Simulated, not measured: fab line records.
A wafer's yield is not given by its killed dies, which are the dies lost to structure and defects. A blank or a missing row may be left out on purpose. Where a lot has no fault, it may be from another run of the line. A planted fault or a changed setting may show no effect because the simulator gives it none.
A struck lot beside a sound one || flow sky130 || 15 out of 708 route steps
Sound: wafers L422.1, L422.2, L422.6. Struck: wafer L433.2 (left out: L433.3, a lot-mate that was not struck); the cause follows at the end.
At each step with rows: each side's tool, then ch and its chambers, then its first start. Under that, the readings that differ: sound wafers || struck wafers || difference of the means || sigmas: that difference in standard deviations of wafers without a fault.
alike: words and numbers the same on both sides, and readings whose means are apart by under 2 such deviations; not compared: readings that were withheld, readings missing a value for some wafer, numbers with overlapping values and no deviation given by the record, and bounds like >300 which may hide the same value.
Wherever a step has rows on one side only, a row that says differs or no value, or a row with sigmas, the two part there. Non-overlapping numbers with no deviation appear without sigmas and do not part them. A reading missing from all wafers of one side parts the sides only when that side holds two or more wafers.

SKY_LOCAL_INTERCONNECT_RS_MEAS_01: the measuring method here is four-point-probe.
  sound: filmMetro-02 at day 31 04:14; struck: filmMetro-01 at day 34 18:31
  alike: LOCAL_INTERCONNECT_TIN_RS
SKY_LOCAL_INTERCONNECT_THK_MEAS_02: measures by xrf.
  sound: filmMetro-02 at day 31 04:22; struck: filmMetro-01 at day 34 18:37
  alike: LOCAL_INTERCONNECT_TIN_THK
then, 8 steps without rows for these wafers: SKY_LOCAL_INTERCONNECT_DEHYDRATE_03 (time 60 s); SKY_LOCAL_INTERCONNECT_HMDS_04 (prime time 60 s); SKY_LOCAL_INTERCONNECT_COAT_05 (resist thk 60 nm); SKY_LOCAL_INTERCONNECT_COAT_06 (resist thk 450 nm); SKY_LOCAL_INTERCONNECT_SOFTBAKE_07 (time 90 s); SKY_LOCAL_INTERCONNECT_EXPOSE_08 (exposes mask LI1M, target cd 170 nm); SKY_LOCAL_INTERCONNECT_PEB_09; SKY_LOCAL_INTERCONNECT_DEVELOP_10 (develop time 60 s).
SKY_LOCAL_INTERCONNECT_CD_MEAS_11 targets a cd of 170 nm.
  sound: cdSem-01 at day 32 08:09; struck: cdSem-02 at day 35 20:50
  alike: cdNm
SKY_LOCAL_INTERCONNECT_OVL_MEAS_12:
  sound: overlay-01 at day 32 08:16; struck: overlay-02 at day 35 20:56
  alike: LOCAL_INTERCONNECT_OVL
SKY_LOCAL_INTERCONNECT_ETCH_13: etches BARC in N2/H2, stops on SiO2, time 45.9 s, target depth 60 nm.
  sound on rieMetal-01 ch 0,1, day 32 08:18; struck on rieMetal-03 ch 1, day 35 20:58
{"reading": "oesProductAu (a.u.)", "sound": "0.853 0.855 0.850", "struck": 0.900, "difference": "+0.047", "sigmas": "+9"}
{"reading": "runLengthS (s)", "sound": "73.4 73.6 73.4", "struck": 71.4, "difference": -2.1, "sigmas": -6}
  alike: drypumpMotorCurrentA, n2FlowSccm, throttleValvePct
  not compared: rfFwdPowerW, rfHoursCounterH
SKY_LOCAL_INTERCONNECT_METAL_ETCH_14: etches TiN in Cl2/BCl3, stops on PSG, target depth 110 nm, time 31.4 s.
  sound on rieMetal-01 ch 0,1, day 32 08:22; struck on rieMetal-03 ch 1, day 35 21:02
  alike: drypumpMotorCurrentA, oesProductAu, rfFwdPowerW, runLengthS, throttleValvePct
  not compared: rfHoursCounterH
after that, 1 step had no rows for these wafers: SKY_PAD_OPEN_PROBE_99.

== WHERE THEY PART ==
Within this record, at SKY_LOCAL_INTERCONNECT_ETCH_13 only. Later steps at which nothing parts them and some readings are alike: SKY_LOCAL_INTERCONNECT_METAL_ETCH_14.

WHY: the cause the simulator had injected
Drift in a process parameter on rieMetal-03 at SKY_LOCAL_INTERCONNECT_ETCH_13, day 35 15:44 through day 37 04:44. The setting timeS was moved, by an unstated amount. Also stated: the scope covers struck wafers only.
